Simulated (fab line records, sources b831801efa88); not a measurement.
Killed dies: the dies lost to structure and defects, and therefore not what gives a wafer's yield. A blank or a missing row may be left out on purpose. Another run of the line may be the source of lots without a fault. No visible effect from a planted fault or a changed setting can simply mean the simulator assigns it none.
fab line records	flow sky130
record: lots: 5	wafers: 15	last_day: 51
route steps=708 shown LI_CONTACT@375 LOCAL_INTERCONNECT@387 PAD_OPEN@708
lots untouched by any fault: they come from a run of this same line in which no faults occurred
start_h: hours from the record's opening day to when the first of the lot's shown wafers began	wait_h: how many hours have passed since the lot's step before this one	" same as the row above	L1.1+2: one row covering several wafers at once	- value missing, or start not given	* or withheld: withheld	< > ~ a bound
route shown NAME@n: NAME is a module with steps in the file, n the number in the route of the first one	usual: mean/standard deviation of fault-free wafers	same: alike in all rows	chamber/n: place in a boat	sites: the reading at each site	_std_site: how widely they spread, as a standard deviation	_edge_site: inner sites' mean taken away from outer sites' mean	radius_mm: for every site, how far away it sits from the centre of the wafer	mask NAME#n: copy n	behind: the last tool/chamber to shape the wafer	hold: the reason the lot was held/the length of the hold in hours/how it ended	device: the transistor (n, p or np) that didn't switch	end of line: the route-end tests of the same wafers	where a step has no rows: the recipe by itself	killed: the dies lost at the first sort to structure and to defects; this is not the yield of the wafer	map: dies across one wafer; x = killed, . = not, _ = none there
set.NAME: the setting that was run; set.NAME@STEP: the one run at that earlier step	model.NAME: the simulator's own value behind a step, which no gauge read
a table for each step, a row for each wafer; lots at some steps of the route
services: a tool's chamber out of use, with start hour (start_h, from the record's first day; less than 0 if before it), hours out, and reason
== steps ==
step: SKY_LI_CONTACT_OVL_MEAS_13
usual: LI_CONTACT_OVL: -5/6.3
lot.wafer	tool	chamber	start_h	wait_h	LI_CONTACT_OVL[nm]
L630.2	overlay-01	-	728.31	0.1	-5
L630.3	"	-	"	"	-5
L630.5	"	-	"	"	1
L633.1	overlay-02	-	755.75	0.1	-1
L633.5	"	-	"	"	-4
L633.6	"	-	"	"	-4
L640.1	overlay-01	-	819.88	0.1	-12
L640.2	"	-	"	"	-1
L640.4	"	-	"	"	-9
L644.1	overlay-01	-	852.57	0.1	-12
L644.5	"	-	"	"	-13
L644.6	"	-	"	"	-9
L648.1	overlay-02	-	870.30	0.1	-5
L648.2	"	-	"	"	3
L648.3	"	-	"	"	-4
step: SKY_LI_CONTACT_ETCH_14
recipe: chemistry: N2/H2	target: BARC	ion_energy_ev: 200	source_w: 500	bias_w: 100	pressure_mtorr: 30	n2_flow_sccm: 100	h2_flow_sccm: 200	stop_on: SiO2	time_s: 45.9	target_depth_a: 600
step: SKY_LI_CONTACT_ETCH_15
recipe: target: PSG	chemistry: C4F8/O2/Ar	stop_on: Si	taper_deg: 4.15	mask_material: KrF-thick	source_w: 1500	bias_w: 1200	pressure_mtorr: 40	c4f8_flow_sccm: withheld	O2_flow_sccm: 6	Ar_flow_sccm: 300	time_s: withheld	target_depth_a: 6000
usual: oes_product_au: 0.837/0.0044
lot.wafer	tool	chamber	start_h	wait_h	oes_product_au
L630.2	rie_diel-03	3	728.38	0.0	0.841
L630.3	"	2	"	"	0.834
L630.5	"	3	"	"	0.836
L633.1	rie_diel-01	1	755.83	0.0	0.825
L633.5	"	2	"	"	0.833
L633.6	"	3	"	"	0.836
L640.1	rie_diel-01	1	819.96	0.0	0.847
L640.2	"	0	"	"	0.838
L640.4	"	2	"	"	0.838
L644.1	rie_diel-02	3	852.65	0.0	0.831
L644.5	"	1	"	"	0.837
L644.6	"	2	"	"	0.828
L648.1	rie_diel-03	2	870.38	0.0	0.838
L648.2	"	3	"	"	0.836
L648.3	"	0	"	"	0.838
step: SKY_LI_CONTACT_STRIP_16
recipe: chemistry: O2/N2	power_w: 1400	pressure_mtorr: 1500	platen_temp_c: withheld	o2_flow_sccm: 3000	n2_flow_sccm: 300	overash_fraction: 0.5
usual: drypump_motor_current_A: 5.8/0.52	oes_product_au: 0.375/0.0045	strip_time_to_endpoint_s: 3.478/0.03
lot.wafer	tool	chamber	start_h	wait_h	drypump_motor_current_A	oes_product_au	rf_hours_counter_h	strip_time_to_endpoint_s
L630.2	plasma_asher-02	0	728.46	-	6.2	0.370	105	3.519
L630.3	"	1	"	"	4.7	0.372	-	3.470
L630.5	"	1	"	"	4.7	0.382	-	3.534
L633.1	plasma_asher-02	1	755.91	-	4.7	0.366	1	3.493
L633.5	"	1	"	"	4.7	0.372	-	3.478
L633.6	"	0	"	"	6.2	0.374	-	3.496
L640.1	plasma_asher-03	1	820.05	-	6.3	0.381	67	3.439
L640.2	"	0	"	"	5.6	0.377	67	3.470
L640.4	"	1	"	"	6.3	0.371	-	3.464
L644.1	plasma_asher-03	1	852.73	-	6.2	0.378	71	3.469
L644.5	"	1	"	"	6.3	0.380	-	3.486
L644.6	"	0	"	"	5.6	0.379	-	3.477
L648.1	plasma_asher-01	0	870.47	-	5.4	0.370	47	3.445
L648.2	"	1	"	"	6.2	0.380	47	3.578
L648.3	"	0	"	"	5.4	0.381	-	3.509
step: SKY_LI_CONTACT_CLEAN_17
recipe: chemistry: NMP	time_s: 600	temp_c: 60	dry: n2_spin
step: SKY_LI_CONTACT_PRE_CLEAN_18
recipe: gas: Ar	time_s: 5.6	bias_v: 358
step: SKY_LI_CONTACT_SPUTTER_19
recipe: material: Ti	target_thk_nm: 20	chamber_pressure_pa: 5	power_w: 2500	substrate_temp_c: 200	time_s: 106.37
step: SKY_LI_CONTACT_SPUTTER_20
recipe: material: TiN	target_thk_nm: 20	chamber_pressure_pa: 5	power_w: 4000	time_s: 80
usual: throttle_valve_pct: 30.1/0.96
lot.wafer	tool	chamber	start_h	wait_h	throttle_valve_pct
L630.2	pvd_sputter-04	-	728.84	0.0	29.9
L630.3	"	-	"	"	30.5
L630.5	"	-	"	"	30.2
L633.1	pvd_sputter-04	-	756.30	0.0	29.6
L633.5	"	-	"	"	30.3
L633.6	"	-	"	"	28.6
L640.1	pvd_sputter-02	-	820.43	0.0	29.3
L640.2	"	-	"	"	30.3
L640.4	"	-	"	"	28.6
L644.1	pvd_sputter-04	-	853.10	0.0	29.8
L644.5	"	-	"	"	28.7
L644.6	"	-	"	"	29.5
L648.1	pvd_sputter-01	-	870.84	0.0	31.0
L648.2	"	-	"	"	31.1
L648.3	"	-	"	"	31.3
step: SKY_LI_CONTACT_CVD_21
recipe: material: W	target_thk_nm: 400	time_s: 120.56	temp_c: 400	pressure_torr: 40
usual: chamber_pressure_Torr: 40.01/0.084	heater_power_outer_w: 567/57	heater_power_w: 920/67
lot.wafer	tool	chamber	start_h	wait_h	chamber_pressure_Torr	heater_power_outer_w	heater_power_w
L630.2	cvd_w-01	0	728.90	0.0	39.95	607	1002
L630.3	"	0	"	"	40.03	619	986
L630.5	"	0	"	"	39.91	630	1010
L633.1	cvd_w-02	0	756.36	0.0	39.98	486	832
L633.5	"	1	"	"	40.11	609	951
L633.6	"	0	"	"	40.10	481	811
L640.1	cvd_w-02	1	820.49	0.0	39.92	618	961
L640.2	"	0	"	"	39.99	481	791
L640.4	"	0	"	"	40.04	481	818
L644.1	cvd_w-02	1	853.17	0.0	40.00	623	953
L644.5	"	1	"	"	40.07	612	946
L644.6	"	0	"	"	39.96	478	809
L648.1	cvd_w-02	0	870.90	0.0	39.89	474	824
L648.2	"	1	"	"	40.11	626	963
L648.3	"	0	"	"	40.07	490	818
step: SKY_LI_CONTACT_RS_MEAS_22
recipe: thk_meas_gauge: four-point-probe	reads: W_of_LI_CONTACT_CVD_21+TiN_of_LI_CONTACT_SPUTTER_20+Ti_of_LI_CONTACT_SPUTTER_19
usual: LI_CONTACT_W_RS: 0.287/0.0036
lot.wafer	tool	chamber	start_h	wait_h	LI_CONTACT_W_RS[ohm/sq]
L630.2	film_metro-03	-	729.04	0.1	0.286
L630.3	"	-	"	"	0.283
L630.5	"	-	"	"	0.286
L633.1	film_metro-03	-	756.49	0.1	0.288
L633.5	"	-	"	"	0.290
L633.6	"	-	"	"	0.286
L640.1	film_metro-01	-	820.62	0.1	0.286
L640.2	"	-	"	"	0.288
L640.4	"	-	"	"	0.287
L644.1	film_metro-03	-	853.29	0.1	0.284
L644.5	"	-	"	"	0.286
L644.6	"	-	"	"	0.287
L648.1	film_metro-02	-	871.02	0.1	0.285
L648.2	"	-	"	"	0.280
L648.3	"	-	"	"	0.282
step: SKY_LI_CONTACT_THK_MEAS_23
recipe: thk_meas_gauge: xrf	reads: W_of_LI_CONTACT_CVD_21
usual: LI_CONTACT_W_THK: 409/5.3
lot.wafer	tool	chamber	start_h	wait_h	LI_CONTACT_W_THK[nm]
L630.2	film_metro-03	-	729.15	0.1	410
L630.3	"	-	"	"	410
L630.5	"	-	"	"	410
L633.1	film_metro-03	-	756.61	0.1	400
L633.5	"	-	"	"	400
L633.6	"	-	"	"	404
L640.1	film_metro-01	-	820.74	0.1	409
L640.2	"	-	"	"	411
L640.4	"	-	"	"	411
L644.1	film_metro-03	-	853.41	0.1	411
L644.5	"	-	"	"	406
L644.6	"	-	"	"	404
L648.1	film_metro-02	-	871.14	0.1	415
L648.2	"	-	"	"	423
L648.3	"	-	"	"	418
step: SKY_LI_CONTACT_CMP_24
recipe: stop_on: PSG	t_overpolish_s: 20	down_force_psi: 3.5	platen_rpm: 60	target_thk_nm: 0	pad_velocity_m_s: 0.94248
usual: motor_current_A: 11.2/1.1	overpolish_run_s: 20.000/0.0082	time_to_endpoint_s: 96/4.1
lot.wafer	tool	chamber	start_h	wait_h	motor_current_A	overpolish_run_s	time_to_endpoint_s
L630.3	cmp-01	0	729.25	0.1	9.8	19.997	93
L630.2	"	1	"	"	10.7	19.994	103
L630.5	"	0	"	"	10.8	20.002	92
L633.1	cmp-02	0	756.82	0.2	11.2	20.002	93
L633.5	"	1	"	"	12.5	20.003	98
L633.6	"	2	"	"	11.4	20.011	94
L640.4	cmp-02	0	820.85	0.1	10.8	20.004	91
L640.1	"	1	"	"	13.2	20.002	97
L640.2	"	2	"	"	11.0	19.998	90
L644.1	cmp-02	1	853.68	0.3	13.6	19.979	96
L644.5	"	0	"	"	10.5	19.996	91
L644.6	"	1	"	"	13.3	20.003	96
L648.2	cmp-02	2	871.20	0.0	11.1	19.980	93
L648.1	"	0	"	"	11.1	20.003	90
L648.3	"	1	"	"	12.4	20.000	93
step: SKY_LOCAL_INTERCONNECT_SPUTTER_00
recipe: material: TiN	target_thk_nm: 100	temp_c: 300	power_w: 6500	time_s: 83.3	chamber_pressure_pa: 0.4
usual: throttle_valve_pct: 29.3/0.87
lot.wafer	tool	chamber	start_h	wait_h	throttle_valve_pct	model.TiN_of_LOCAL_INTERCONNECT_SPUTTER_00.thk_nm
L630.2	pvd_sputter-03	-	729.50	0.1	28.2	102.6
L630.3	"	-	"	"	28.3	102.7
L630.5	"	-	"	"	30.0	101.2
L633.1	pvd_sputter-03	-	756.97	0.1	30.0	99.05
L633.5	"	-	"	"	28.3	99.81
L633.6	"	-	"	"	29.9	99.04
L640.1	pvd_sputter-03	-	821.10	0.1	30.0	99.23
L640.2	"	-	"	"	27.8	101.5
L640.4	"	-	"	"	28.3	104.1
L644.1	pvd_sputter-04	-	853.93	0.2	29.6	99.75
L644.5	"	-	"	"	30.7	100.5
L644.6	"	-	"	"	28.9	99.7
L648.1	pvd_sputter-04	-	871.50	0.1	30.7	101.2
L648.2	"	-	"	"	28.5	99.91
L648.3	"	-	"	"	29.7	102.6
step: SKY_LOCAL_INTERCONNECT_RS_MEAS_01
recipe: thk_meas_gauge: four-point-probe	reads: TiN_of_LOCAL_INTERCONNECT_SPUTTER_00
usual: LOCAL_INTERCONNECT_TIN_RS: 14.18/0.17
lot.wafer	tool	chamber	start_h	wait_h	LOCAL_INTERCONNECT_TIN_RS[ohm/sq]
L630.2	film_metro-03	-	729.58	0.1	13.78
L630.3	"	-	"	"	13.76
L630.5	"	-	"	"	13.96
L633.1	film_metro-03	-	757.03	0.0	14.28
L633.5	"	-	"	"	14.19
L633.6	"	-	"	"	14.28
L640.1	film_metro-04	-	821.16	0.0	14.19
L640.2	"	-	"	"	13.92
L640.4	"	-	"	"	13.55
L644.1	film_metro-02	-	853.99	0.0	14.18
L644.5	"	-	"	"	14.08
L644.6	"	-	"	"	14.18
L648.1	film_metro-02	-	871.57	0.0	13.98
L648.2	"	-	"	"	14.16
L648.3	"	-	"	"	13.78
step: SKY_LOCAL_INTERCONNECT_THK_MEAS_02
recipe: thk_meas_gauge: xrf	reads: TiN_of_LOCAL_INTERCONNECT_SPUTTER_00
usual: LOCAL_INTERCONNECT_TIN_THK: 99.4/1.1
lot.wafer	tool	chamber	start_h	wait_h	LOCAL_INTERCONNECT_TIN_THK[nm]
L630.2	film_metro-03	-	729.69	0.1	101.4
L630.3	"	-	"	"	101.1
L630.5	"	-	"	"	100.0
L633.1	film_metro-03	-	757.15	0.1	98.3
L633.5	"	-	"	"	99.0
L633.6	"	-	"	"	98.4
L640.1	film_metro-04	-	821.28	0.1	98.5
L640.2	"	-	"	"	101.6
L640.4	"	-	"	"	103.7
L644.1	film_metro-02	-	854.11	0.1	99.0
L644.5	"	-	"	"	100.1
L644.6	"	-	"	"	99.4
L648.1	film_metro-02	-	871.69	0.1	101.4
L648.2	"	-	"	"	99.9
L648.3	"	-	"	"	102.4
step: SKY_LOCAL_INTERCONNECT_DEHYDRATE_03
recipe: temp_c: 200	time_s: 60
step: SKY_LOCAL_INTERCONNECT_HMDS_04
recipe: prime_time_s: 60	prime_temp_c: 120
step: SKY_LOCAL_INTERCONNECT_COAT_05
recipe: resist: BARC	temp_c: withheld	time_s: withheld	spin_rpm: 3000	resist_thk_nm: 60
step: SKY_LOCAL_INTERCONNECT_COAT_06
recipe: resist: KrF-thick	spin_rpm: 3000	resist_thk_nm: 450
step: SKY_LOCAL_INTERCONNECT_SOFTBAKE_07
recipe: temp_c: 100	time_s: 90	resist: KrF-thick
step: SKY_LOCAL_INTERCONNECT_EXPOSE_08
recipe: mask_id: LI1M	na: 0.8	source_shape: annular	sigma_inner: 0.55	sigma_outer: 0.85	target_cd_nm: 170	dose_mj: 28
step: SKY_LOCAL_INTERCONNECT_PEB_09
recipe: peb_temp_c: withheld	peb_time_s: withheld	resist: KrF-thick
step: SKY_LOCAL_INTERCONNECT_DEVELOP_10
recipe: develop_time_s: 60	resist: KrF-thick	dev_temp_c: 21
step: SKY_LOCAL_INTERCONNECT_CD_MEAS_11
recipe: target_cd_nm: 170
usual: cd_nm: 169.7/1.6
lot.wafer	tool	chamber	start_h	wait_h	cd_nm
L630.2	cd_sem-01	-	760.63	-	170.0
L630.3	"	-	"	"	168.5
L630.5	"	-	"	"	171.4
L633.1	cd_sem-02	-	786.46	-	169.7
L633.5	"	-	"	"	169.2
L633.6	"	-	"	"	170.0
L640.1	cd_sem-02	-	847.98	-	168.9
L640.2	"	-	"	"	168.3
L640.4	"	-	"	"	169.7
L644.1	cd_sem-01	-	880.61	-	165.2
L644.5	"	-	"	"	166.9
L644.6	"	-	"	"	166.2
L648.1	cd_sem-01	-	897.97	-	169.8
L648.2	"	-	"	"	168.2
L648.3	"	-	"	"	167.6
step: SKY_LOCAL_INTERCONNECT_OVL_MEAS_12
usual: LOCAL_INTERCONNECT_OVL: 5/5
lot.wafer	tool	chamber	start_h	wait_h	LOCAL_INTERCONNECT_OVL[nm]
L630.2	overlay-01	-	760.74	0.1	6
L630.3	"	-	"	"	-2
L630.5	"	-	"	"	5
L633.1	overlay-02	-	786.58	0.1	-2
L633.5	"	-	"	"	1
L633.6	"	-	"	"	4
L640.1	overlay-02	-	848.10	0.1	2
L640.2	"	-	"	"	0
L640.4	"	-	"	"	-3
L644.1	overlay-02	-	880.73	0.1	20
L644.5	"	-	"	"	9
L644.6	"	-	"	"	6
L648.1	overlay-02	-	898.09	0.1	2
L648.2	"	-	"	"	14
L648.3	"	-	"	"	6
step: SKY_LOCAL_INTERCONNECT_ETCH_13
recipe: chemistry: N2/H2	target: BARC	ion_energy_ev: 200	bias_w: 100	pressure_mtorr: 30	n2_flow_sccm: 100	h2_flow_sccm: 200	icp_w: 500	stop_on: SiO2	time_s: 45.9	target_depth_a: 600
step: SKY_LOCAL_INTERCONNECT_METAL_ETCH_14
recipe: target_depth_nm: 110	stop_on: PSG	chemistry: Cl2/BCl3	target: TiN	resist_sidewall_deg: 88	pressure_mtorr: 10	icp_w: 900	bias_w: 48.5	Cl2_flow_sccm: 60	bcl3_flow_sccm: 30	time_s: 31.4
usual: drypump_motor_current_A: 5.5/0.48	oes_product_au: 0.940/0.0081	throttle_valve_pct: 21.902/0.011
lot.wafer	tool	chamber	start_h	wait_h	drypump_motor_current_A	oes_product_au	rf_hours_counter_h	throttle_valve_pct	model.LOCAL_INTERCONNECT.feature_depth_nm	model.etch.depth_nm
L630.2	rie_metal-02	0	760.83	0.0	6.1	0.955	13	21.897	102.6	102.6
L630.3	"	1	"	"	5.6	0.962	-	21.876	102.7	102.7
L630.5	"	1	"	"	5.6	0.954	-	21.917	101.2	101.2
L633.1	rie_metal-03	0	786.68	0.0	5.8	0.936	13	21.912	99.05	99.05
L633.5	"	0	"	"	5.8	0.941	-	21.891	99.81	99.81
L633.6	"	1	"	"	4.7	0.928	-	21.904	99.04	99.04
L640.1	rie_metal-03	1	848.20	0.0	4.6	0.944	12	21.906	99.23	99.23
L640.2	"	0	"	"	5.8	0.950	15	21.918	101.5	101.5
L640.4	"	1	"	"	4.6	0.963	-	21.884	104.1	104.1
L644.1	rie_metal-02	1	880.83	0.0	5.6	0.947	5	21.887	99.75	99.75
L644.5	"	1	"	"	5.6	0.948	-	21.883	100.5	100.5
L644.6	"	0	"	"	6.1	0.938	-	21.894	99.7	99.7
L648.1	rie_metal-04	0	898.19	0.0	5.3	0.944	4	21.899	101.2	101.2
L648.2	"	1	"	"	5.6	0.943	12	21.905	99.91	99.91
L648.3	"	0	"	"	5.3	0.948	-	21.886	102.6	102.6
step: SKY_LOCAL_INTERCONNECT_STRIP_15
recipe: chemistry: O2/N2	power_w: 1400	pressure_mtorr: 1500	platen_temp_c: withheld	o2_flow_sccm: 3000	n2_flow_sccm: 300	overash_fraction: 0.5
step: SKY_LOCAL_INTERCONNECT_STRIP_16
recipe: chemistry: post_etch_residue_remover	time_s: 1200	temp_c: 72.5
lot.wafer	tool	chamber	start_h	wait_h	model.TiN_of_LOCAL_INTERCONNECT_SPUTTER_00.thk_nm
L630.2	wet_bench-04	3	760.98	0.1	102.2
L630.3	"	3	"	"	102.3
L630.5	"	3	"	"	100.8
L633.1	wet_bench-01	1	786.83	0.1	98.63
L633.5	"	1	"	"	99.4
L633.6	"	1	"	"	98.62
L640.1	wet_bench-04	3	848.35	0.1	98.8
L640.2	"	3	"	"	101.1
L640.4	"	3	"	"	103.6
L644.1	wet_bench-01	1	880.98	0.1	99.33
L644.5	"	1	"	"	100.1
L644.6	"	1	"	"	99.28
L648.1	wet_bench-04	0	898.34	0.1	100.7
L648.2	"	0	"	"	99.5
L648.3	"	0	"	"	102.2
step: SKY_LOCAL_INTERCONNECT_CLEAN_17
recipe: chemistry: IPA	time_s: 180	temp_c: 25
step: SKY_PAD_OPEN_PROBE_99
usual: killed_at_M0_to_M3: 43/7	killed_at_M4_up: 3.1/1.5	killed_at_contacts: 23/4.9	killed_at_front_end: 16/3.9	killed_at_other: 0.3/0.52	killed_dies: 86/8.2	killed_open: 47/6.1	killed_short: 38/5.8
same: gross_dies: 492	killed_at_back_side: 0
lot.wafer	tool	chamber	start_h	wait_h	killed_at_M0_to_M3	killed_at_M4_up	killed_at_contacts	killed_at_front_end	killed_at_other	killed_dies	killed_open	killed_short	model.etest.res_li.line_ohm_um	model.etest.res_li.rs_ohm_sq
L630.2	prober-01	-	1126.67	0.1	41	0	21	15	0	77	44	33	72.57	12.47
L630.3	prober-01	-	1126.72	0.2	39	1	24	18	0	82	47	34	73.77	12.45
L630.5	prober-01	-	1126.82	0.2	37	6	25	8	1	77	43	34	73.7	12.57
L633.1	prober-02	-	1144.42	0.1	35	2	19	28	0	84	40	44	76.17	12.82
L633.5	prober-02	-	1144.62	0.2	43	2	17	24	1	87	58	29	74.72	12.83
L633.6	prober-02	-	1144.67	0.2	59	2	20	20	0	101	54	47	75.97	12.87
L640.1	prober-02	-	1189.62	0.1	39	3	24	15	0	81	46	35	75.91	12.83
L640.2	prober-02	-	1189.67	0.1	55	2	31	16	1	105	55	48	73.95	12.5
L640.4	prober-02	-	1189.77	0.2	40	4	33	16	0	93	50	43	71.98	12.22
L644.1	prober-01	-	1213.46	0.1	36	6	23	14	1	80	42	37	77.87	12.78
L644.5	prober-01	-	1213.66	0.2	43	3	30	15	0	91	57	34	76.23	12.73
L644.6	prober-01	-	1213.71	0.2	25	5	31	16	0	77	40	37	77.37	12.72
L648.1	prober-01	-	1223.84	0.1	42	5	29	13	0	89	53	36	74.26	12.62
L648.2	prober-01	-	1223.89	0.1	39	2	21	18	0	80	48	32	76.09	12.74
L648.3	prober-01	-	1223.94	0.2	45	6	25	16	0	92	50	42	74.14	12.41
killed by level:class
L630.2 VIA1:geometric_particle:open=11 CONTACT:geometric_particle:open=9 VIA1:geometric_particle:short=7 VIA3:geometric_particle:open=7 LOCAL_INTERCONNECT:geometric_particle:short=6 VIA2:geometric_particle:short=5 SPACER:geometric_particle:open=4 FIELD_ISO:geometric_particle:short=3
L630.3 VIA3:geometric_particle:open=8 LOCAL_INTERCONNECT:geometric_particle:short=8 VIA2:geometric_particle:open=7 VIA1:geometric_particle:open=7 POLY_GATE:geometric_particle:open=6 LI_CONTACT:geometric_particle:open=5 CONTACT:geometric_particle:short=5 METAL3:geometric_particle:short=5
L630.5 VIA1:geometric_particle:open=10 CONTACT:geometric_particle:open=8 CONTACT:geometric_particle:short=8 LI_CONTACT:geometric_particle:open=7 VIA2:geometric_particle:open=6 METAL2:geometric_particle:short=5 VIA2:geometric_particle:short=5 FIELD_ISO:geometric_particle:short=3
L633.1 FIELD_ISO:geometric_particle:short=9 CONTACT:geometric_particle:open=8 VIA1:geometric_particle:open=6 METAL2:geometric_particle:short=6 VIA2:geometric_particle:open=5 VIA3:geometric_particle:open=5 FIELD_ISO:geometric_particle:open=4 LI_CONTACT:geometric_particle:open=4
L633.5 VIA1:geometric_particle:open=15 CONTACT:geometric_particle:open=10 VIA2:geometric_particle:open=8 LI_CONTACT:geometric_particle:open=7 METAL2:geometric_particle:short=5 FIELD_ISO:geometric_particle:open=4 FIELD_ISO:geometric_particle:short=4 VIA3:geometric_particle:open=4
L633.6 VIA1:geometric_particle:open=14 VIA3:geometric_particle:open=10 METAL2:geometric_particle:short=8 CONTACT:geometric_particle:open=8 FIELD_ISO:geometric_particle:short=7 VIA2:geometric_particle:short=7 METAL1:geometric_particle:short=7 VIA2:geometric_particle:open=6
L640.1 VIA1:geometric_particle:open=11 VIA3:geometric_particle:open=10 CONTACT:geometric_particle:open=8 CONTACT:geometric_particle:short=8 METAL3:geometric_particle:short=5 FIELD_ISO:geometric_particle:open=4 POLY_GATE:geometric_particle:open=4 VIA2:geometric_particle:open=4
L640.2 CONTACT:geometric_particle:open=12 VIA1:geometric_particle:open=12 LI_CONTACT:geometric_particle:open=7 METAL1:geometric_particle:short=7 VIA1:geometric_particle:short=6 METAL2:geometric_particle:short=6 VIA3:geometric_particle:short=6 CONTACT:geometric_particle:short=5
L640.4 CONTACT:geometric_particle:open=18 VIA1:geometric_particle:open=9 CONTACT:geometric_particle:short=8 METAL1:geometric_particle:short=7 VIA3:geometric_particle:open=7 FIELD_ISO:geometric_particle:open=4 LI_CONTACT:geometric_particle:open=4 METAL4:geometric_particle:short=4
L644.1 VIA1:geometric_particle:open=9 CONTACT:geometric_particle:open=7 VIA2:geometric_particle:open=7 CONTACT:geometric_particle:short=6 FIELD_ISO:geometric_particle:short=5 LI_CONTACT:geometric_particle:open=5 VIA1:geometric_particle:short=5 VIA2:geometric_particle:short=4
L644.5 CONTACT:geometric_particle:open=12 LI_CONTACT:geometric_particle:open=10 VIA1:geometric_particle:open=9 VIA3:geometric_particle:open=9 METAL1:geometric_particle:short=6 METAL2:geometric_particle:short=6 FIELD_ISO:geometric_particle:open=5 CONTACT:geometric_particle:short=4
L644.6 LI_CONTACT:geometric_particle:open=12 VIA1:geometric_particle:open=8 LOCAL_INTERCONNECT:geometric_particle:short=6 CONTACT:geometric_particle:open=6 CONTACT:geometric_particle:short=5 VIA2:geometric_particle:open=5 METAL4:geometric_particle:short=5 FIELD_ISO:geometric_particle:short=4
L648.1 LI_CONTACT:geometric_particle:open=10 VIA1:geometric_particle:open=10 CONTACT:geometric_particle:open=9 VIA2:geometric_particle:open=8 FIELD_ISO:geometric_particle:short=6 METAL2:geometric_particle:short=6 CONTACT:geometric_particle:short=4 METAL4:geometric_particle:short=4
L648.2 VIA1:geometric_particle:open=11 CONTACT:geometric_particle:open=10 VIA1:geometric_particle:short=7 METAL2:geometric_particle:short=7 FIELD_ISO:geometric_particle:short=5 POLY_GATE:geometric_particle:open=5 LI_CONTACT:geometric_particle:open=5 VIA2:geometric_particle:open=5
L648.3 VIA1:geometric_particle:open=14 LI_CONTACT:geometric_particle:open=9 METAL4:geometric_particle:short=6 FIELD_ISO:geometric_particle:open=5 CONTACT:geometric_particle:short=5 VIA1:geometric_particle:short=5 VIA2:geometric_particle:open=4 CONTACT:geometric_particle:open=4
== services ==
tool	chamber	start_h	hours	kind
cvd_w-02	-	711.39	1.0	repair
cmp-02	-	716.79	1.1	repair
cmp-02	-	719.92	2.1	repair
pvd_sputter-04	-	723.78	1.9	repair
rie_diel-03	0	725.29	1.2	repair
plasma_asher-03	-	725.99	1.6	repair
wet_bench-01	-	733.00	1.9	pm
plasma_asher-02	-	733.75	9.0	pm
pvd_sputter-04	-	741.99	3.3	repair
cmp-02	-	746.85	4.0	pm
cmp-02	-	748.69	3.4	repair
rie_metal-03	0	756.70	1.1	repair
rie_metal-03	1	760.46	7.8	repair
plasma_asher-03	-	763.29	14.6	pm
wet_bench-01	-	764.68	2.0	repair
plasma_asher-02	-	766.30	76.3	repair
cmp-02	-	768.60	4.0	pm
cmp-02	-	776.29	0.7	repair
rie_diel-03	-	796.17	4.5	repair
pvd_sputter-04	-	823.17	5.8	repair
cvd_w-02	-	826.55	6.9	pm
cvd_w-02	-	859.63	0.8	repair
pvd_sputter-03	-	868.93	1.1	repair
cmp-02	-	876.07	0.5	repair
== key ==
first_sign: step: SKY_LOCAL_INTERCONNECT_RS_MEAS_01	reading: LOCAL_INTERCONNECT_TIN_RS	direction: down	sigmas: 3.7	usual: 14.18	struck: 13.55
effect: step: SKY_LOCAL_INTERCONNECT_THK_MEAS_02	reading: LOCAL_INTERCONNECT_TIN_THK	direction: up	sigmas: 3.8	usual: 99.4	struck: 103.7
model_effect: step: SKY_LOCAL_INTERCONNECT_SPUTTER_00	value: TiN_of_LOCAL_INTERCONNECT_SPUTTER_00.thk_nm	without: 101.1	struck: 104.1
model_effect: step: SKY_LOCAL_INTERCONNECT_METAL_ETCH_14	value: LOCAL_INTERCONNECT.feature_depth_nm	without: 101.1	struck: 104.1
model_effect: step: SKY_LOCAL_INTERCONNECT_STRIP_16	value: TiN_of_LOCAL_INTERCONNECT_SPUTTER_00.thk_nm	without: 100.7	struck: 103.6
model_effect: step: SKY_PAD_OPEN_PROBE_99	value: etest.res_li.line_ohm_um	without: 74.08	struck: 71.98
met_at SKY_LOCAL_INTERCONNECT_SPUTTER_00
struck_wafers L640.4
tester_left_out L640
onset_between 756.97 821.10
fault: kind: process_parameter_drift	tool: pvd_sputter-03	chamber: -	onset_h: 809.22	steps: SKY_LOCAL_INTERCONNECT_SPUTTER_00	channel: time_s	offset: *	shape: step	end_h: 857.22	scope: struck_wafers_only	acts_in: *	stated: *
tester_left_out: of these lots the tester's yield and bins aren't shown, on N5 and GAA mostly nor the transistor test; their killed dies are dies lost to structure and defects alone, not to doping, threshold or leakage, so they don't give the yield
